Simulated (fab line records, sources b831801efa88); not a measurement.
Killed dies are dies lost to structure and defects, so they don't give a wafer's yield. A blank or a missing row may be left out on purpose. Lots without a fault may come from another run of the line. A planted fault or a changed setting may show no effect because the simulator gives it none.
Problem report in the 8D (eight disciplines) form, filled by code | flow gf180mcu | the parts of the form that need people (team, actions taken, sign-off) are left out

1. THE PROBLEM
VT_IMPLANT_02_OVL at GF_VT_IMPLANT_OVL_MEAS_29 reads a mean of 215.0 nm on 9 wafers of 3 lots; wafers without a fault read -0.8 nm with a standard deviation of 1.6. That is +99 or more standard deviations from the usual mean.
First seen on wafer L281.1, day 8 19:10, on overlay-02. The record holds 39 wafers of 13 lots with a number at this step. Rule for "out", or "out of limits": more than 4 standard deviations from the usual mean. The other wafers with a number count as sound.

2. WHAT IT IS AND WHAT IT IS NOT
question                    | is                     | is not
which readings at this step | VT_IMPLANT_02_OVL      | -
which lots                  | L281, L285, L287       | L274, L275, L276, L277, L278, L279, L280, L282, L286, L291
which wafers of those lots  | all that have a number | -
read on which gauges        | overlay-01, overlay-02 | -
when                        | from day 8 19:10       | up to then (21 sound wafers); but 9 sound wafers of L282, L286, L291 came after

3. SUSPECTS, AND WHAT RULES EACH OUT
Counting: a tool at a process step up to the reading stays a suspect if it ran every lot that is out and no sound lot after the first of them.
- the gauge at GF_VT_IMPLANT_OVL_MEAS_29: ruled out. The wafers that are out were read on 2 gauges (overlay-01, overlay-02).
- iline_stepper-02 at GF_VT_IMPLANT_EXPOSE_26 (exposes mask LVPWELL HV AREA, target cd 860 nm): kept. It ran every lot that is out, first L281 (day 8 10:56), and no sound lot after that; its last sound lot up to then is L280 (day 8 03:35).
Left after counting: iline_stepper-02 at GF_VT_IMPLANT_EXPOSE_26.

4. THE CAUSE (what the simulator had put in)
Scanner matching overlay: iline_stepper-02, from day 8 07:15 on, at GF_VT_IMPLANT_EXPOSE_26. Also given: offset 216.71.
Counting left only this tool.

5. THE CHAIN OF EFFECTS, in route order
Each row: a reading whose mean over the struck wafers that have a number lies more than 3 standard deviations from the usual. Only readings for which the record gives a usual standard deviation are gone through. hours: the time from each lot's start at the first step in this table that gives one to its start at this step, as a median over the lots. sigmas: the change in usual standard deviations.
hours | step                      | reading           | usual   | on struck wafers | change | sigmas
0     | GF_VT_IMPLANT_OVL_MEAS_29 | VT_IMPLANT_02_OVL | -0.8 nm | 215.0            | +215.8 | +99 or more
Later measuring or inspecting steps at which every struck wafer that the step has a row for has a number for every such reading, and none has moved that far: GF_POLY_GATE_CD_MEAS_10, GF_CONTACT_CD_MEAS_14.

6. WHAT WOULD HAVE CAUGHT IT SOONER
In this record the first reading out of limits at a measuring or inspecting step was taken at day 8 19:10, 12 hours after the fault began at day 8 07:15.
Of the lots that are out (3), L285, L287 began GF_VT_IMPLANT_EXPOSE_26 on iline_stepper-02 after day 8 19:10. A hold on the tool at that time would have spared those 2.
